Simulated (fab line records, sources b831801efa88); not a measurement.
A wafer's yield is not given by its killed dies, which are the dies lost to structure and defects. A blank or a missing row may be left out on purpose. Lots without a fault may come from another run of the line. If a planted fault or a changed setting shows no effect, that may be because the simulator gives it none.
Split-lot trial    flow gf180mcu    23 wafers read from 5 lots, route of 602 steps

SPLIT DETAILS
At GF_CONTACT_CVD_00 (deposits SiO2, target thk 300 nm, time 50 s), the setting sih4 flow sccm was moved away from the recipe's 60 sccm on 5 of the 23 wafers read, by -6.8% to +12.9%. The other wafers ran this setting at the recipe's value.

No step appears in the file between the split and the reading.

THE READING
CONTACT_CVD_00_THK in nanometres, read at GF_CONTACT_THK_MEAS_01. On this fab line, fault-free wafers typically give 300 nm with a standard deviation of 3.2 nm.

wafer   tool, chamber at the split  sih4 flow sccm as run, sccm  against the recipe  CONTACT_CVD_00_THK, nm  against lot-mates on the recipe
L076.2  hdpcvd-01, 2                60                           recipe              302                     -
L076.3  hdpcvd-01, 1                60                           recipe              301                     -
L076.4  hdpcvd-01, 1                60                           recipe              299                     -
L077.1  hdpcvd-01, 0                60                           recipe              300                     -
L077.2  hdpcvd-01, 1                60                           recipe              298                     -
L077.3  hdpcvd-01, 2                60                           recipe              302                     -
L077.4  hdpcvd-01, 2                55.94                        -6.8%               284                     -16
L077.5  hdpcvd-01, 0                55.94                        -6.8%               286                     -14
L080.1  hdpcvd-02, 1                60                           recipe              300                     -
L080.2  hdpcvd-02, 0                60                           recipe              301                     -
L080.3  hdpcvd-02, 2                60                           recipe              300                     -
L080.4  hdpcvd-02, 0                60                           recipe              301                     -
L080.6  hdpcvd-02, 2                60                           recipe              298                     -
L082.1  hdpcvd-01, 1                60                           recipe              299                     -
L082.2  hdpcvd-01, 0                60                           recipe              299                     -
L082.3  hdpcvd-01, 2                60                           recipe              303                     -
L082.4  hdpcvd-01, 1                60                           recipe              297                     -
L082.6  hdpcvd-01, 0                60                           recipe              301                     -
L083.2  hdpcvd-02, 2                60                           recipe              303                     -
L083.3  hdpcvd-02, 0                67.74                        +12.9%              341                     +40
L083.4  hdpcvd-02, 1                67.74                        +12.9%              341                     +40
L083.5  hdpcvd-02, 2                60                           recipe              299                     -
L083.6  hdpcvd-02, 0                67.74                        +12.9%              343                     +42

THE FIT
A straight line over all 23 wafers: CONTACT_CVD_00_THK changes by +3.03 nm for each +1% of sih4 flow sccm; r = +0.99; the points scatter about the line by 2.3 nm.
The same after taking each lot's own level away (the mean of its wafers on the recipe; 23 wafers): +2.98 nm for each +1%; r = +0.99; scatter 2.3 nm.
On that fit, the largest move of sih4 flow sccm shifts the reading by 38 nm.
From 299.8 to 301.0 nm: that is the span of the lots' own levels, equal to 0.4 times the standard deviation above.
The two slopes are in agreement: the lot-to-lot level therefore moves the slope only a little.
Check: +38.8 nm against its lot-mates is what the line predicts for one of the wafers moved furthest among these (+12.9%) when that wafer is left out of the fit. It came out at +40 nm against them.

THESE WAFERS: OTHER SPLITS
These wafers also went through other splits before the reading. Each is held against what the fit with the lots' levels taken away leaves over:
other split on the same wafers  wafers away from the commonest value  r with CONTACT_CVD_00_THK (lot level and that fit taken away)
GF_SALICIDE_SPUTTER_03 time s   8                                     +0.13

THE WHOLE CHAIN: every reading that the file lists as answering this split, in the file's order
step                    what it does                                 reading                                                                         change (the file's fit)               r (the file's)
GF_CONTACT_CVD_00       deposits SiO2, target thk 300 nm, time 50 s  SiO2_of_CONTACT_CVD_00.thk nm (the simulator's own value, which no gauge read)  +2.94 nm for each +1% of the setting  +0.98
GF_CONTACT_THK_MEAS_01                                               CONTACT_CVD_00_THK                                                              +2.93 for each +1% of the setting     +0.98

FILE'S OWN FIT
CONTACT_CVD_00_THK changes by +2.93 nm for each +1% of sih4 flow sccm, r = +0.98.
